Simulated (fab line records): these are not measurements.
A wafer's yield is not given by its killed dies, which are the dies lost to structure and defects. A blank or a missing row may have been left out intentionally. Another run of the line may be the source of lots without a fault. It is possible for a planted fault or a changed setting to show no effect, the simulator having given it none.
8D (eight disciplines) problem report, filled in by code ; flow gf180mcu ; the parts of the form that need people (team, actions taken, sign-off) are left out

## 1. PROBLEM STATEMENT
Mean of cdNm at GF_M4_CD_MEAS_14: 286.0 nm across 6 wafers in 2 lots; on wafers with no fault it is 280.0 nm (standard deviation 1.2). Measured from the usual mean, that is +5.0 standard deviations.
The step: target cd 280 nm.
First seen on wafer L366.2, day 30 09:14, on cdSem-01. The record holds 39 wafers of 13 lots with a number at this step. Rule for "out", or "out of limits": more than 4 standard deviations from the usual mean. The other wafers with a number count as sound.

## 2. WHAT IT IS, WHAT IT ISN'T
question;is;is not
which readings at this step;cdNm;-
which lots;L366, L368;L345, L346, L347, L349, L352, L353, L354, L355, L358, L360, L361
which wafers of those lots;all that have a number;-
read on which gauges;cdSem-01, cdSem-02;-
when;from day 30 09:14;up to then (33 sound wafers)

## 3. THE SUSPECTS, EACH WITH WHAT RULES IT OUT
Counting: any tool at a process step up to the reading is kept as a suspect provided that every lot that is out went through it and no sound lot did after the first of them.
- ruled out: the gauge at GF_M4_CD_MEAS_14. 2 gauges (cdSem-01, cdSem-02) read the wafers that are out.
- pvdSputter-02 at GF_M4_SPUTTER_01 (material TiN, target thk 30 nm, time 25 s): kept. Every lot that is out went through it, starting with L366 (day 29 15:07), and after that it ran no sound lot; the last sound lot it ran before then is L360 (day 27 18:20).
- lithoTrack-01 at GF_M4_SOFTBAKE_10 (time 60 s): kept. Every lot that is out went through it, starting with L366 (day 29 23:44), and after that it ran no sound lot; the last sound lot it ran before then is L360 (day 28 03:56). Out on those wafers are its own readings of heaterPowerTotalW, plateTempC.
Left after counting: pvdSputter-02 at GF_M4_SPUTTER_01, lithoTrack-01 at GF_M4_SOFTBAKE_10.

## 4. THE CAUSE (what the simulator had put in)
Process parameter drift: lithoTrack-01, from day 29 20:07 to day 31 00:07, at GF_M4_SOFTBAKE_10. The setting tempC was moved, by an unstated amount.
Counting leaves 2 suspects; this tool is one of them.

## 5. THE CHAIN OF EFFECTS, in route order
One row per reading whose mean, taken over the struck wafers that have a number, lies over 3 standard deviations from the usual. Only readings for which the record gives a usual standard deviation are gone through. hours: the time from each lot's start at the first step in this table that gives one to its start at this step, as a median over the lots. sigmas: the change in usual standard deviations.
hours;step;reading;usual;on struck wafers;change;sigmas
0;GF_M4_SOFTBAKE_10;heaterPowerTotalW;93.05 W;90.29;-2.76;-48
0;GF_M4_SOFTBAKE_10;plateTempC;130.01 C;127.06;-2.94;-23
9;GF_M4_CD_MEAS_14;cdNm;280.0 nm;286.0;+6.0;+5.0
Process steps it contains:
- GF_M4_SOFTBAKE_10: time 60 s.

## 6. HOW IT WOULD HAVE BEEN CAUGHT EARLIER
In this record the first reading out of limits at a measuring or inspecting step was taken at day 30 09:14, 13 hours after the fault began at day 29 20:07.
At GF_M4_SOFTBAKE_10, the tool's own readings (heaterPowerTotalW, plateTempC) were out on each struck wafer the step has a row for, so an alarm limit on them would have fired on the first such wafer.
L368, from the lots that are out (2), started GF_M4_SOFTBAKE_10 on lithoTrack-01 later than day 30 09:14. Holding the tool at that time would have saved it.
